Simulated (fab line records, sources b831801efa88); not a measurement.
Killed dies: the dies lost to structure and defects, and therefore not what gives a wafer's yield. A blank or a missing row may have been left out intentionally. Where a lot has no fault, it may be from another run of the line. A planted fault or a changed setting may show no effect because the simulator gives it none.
One fault through the eyes of 2 desks | flow sky130 | only its own numbers are on each desk; what lay behind them is given at the end

== THE METROLOGY DESK ==
Lot by lot, what the gauges showed, no matter which tool ran the lot: averages of those sampled wafers that carry a number. Marked OUT: a lot whose mean sits more than 4 standard deviations from the usual mean, which makes it out of limits; the brackets give that distance.
Columns: A = cd nm at SKY_VIA2_CD_MEAS_12, usual 200.7 nm; B = VIA2_OVL at SKY_VIA2_OVL_MEAS_13, usual -2 nm
lot  | first seen here | A     | B
L826 | day 36 02:53    | 203.0 | -4
L827 | day 36 12:35    | 199.8 | -4
L840 | day 40 18:03    | 199.2 | 1
L847 | day 42 13:32    | 199.9 | -5
L848 | day 42 18:14    | 200.2 | 2
Finding of this desk: none of the 5 lots has anything out of limits.

== DESK OF THE TOOL OWNER: pvd sputter-04 ==
At SKY_VIA2_SPUTTER_20 (material TiN, target thk 20 nm, time 80 s) the tool's own readings: per lot run on this tool, the mean of the sampled wafers that have a number. Marked OUT: a lot whose mean sits more than 4 standard deviations from the usual mean, which makes it out of limits; the brackets give that distance.
Columns: A = throttle valve pct at SKY_VIA2_SPUTTER_20, usual 30.3 %
lot  | first seen here | A
L827 | day 36 13:24    | 30.4
L840 | day 40 18:54    | 30.3
Finding of this desk: none of the 2 lots has anything out of limits.

== TAKEN TOGETHER ==
Nothing out of limits was seen by the metrology desk.
The tool owner's desk saw nothing out of limits.

== WHAT THE SIMULATOR HAD INSERTED ==
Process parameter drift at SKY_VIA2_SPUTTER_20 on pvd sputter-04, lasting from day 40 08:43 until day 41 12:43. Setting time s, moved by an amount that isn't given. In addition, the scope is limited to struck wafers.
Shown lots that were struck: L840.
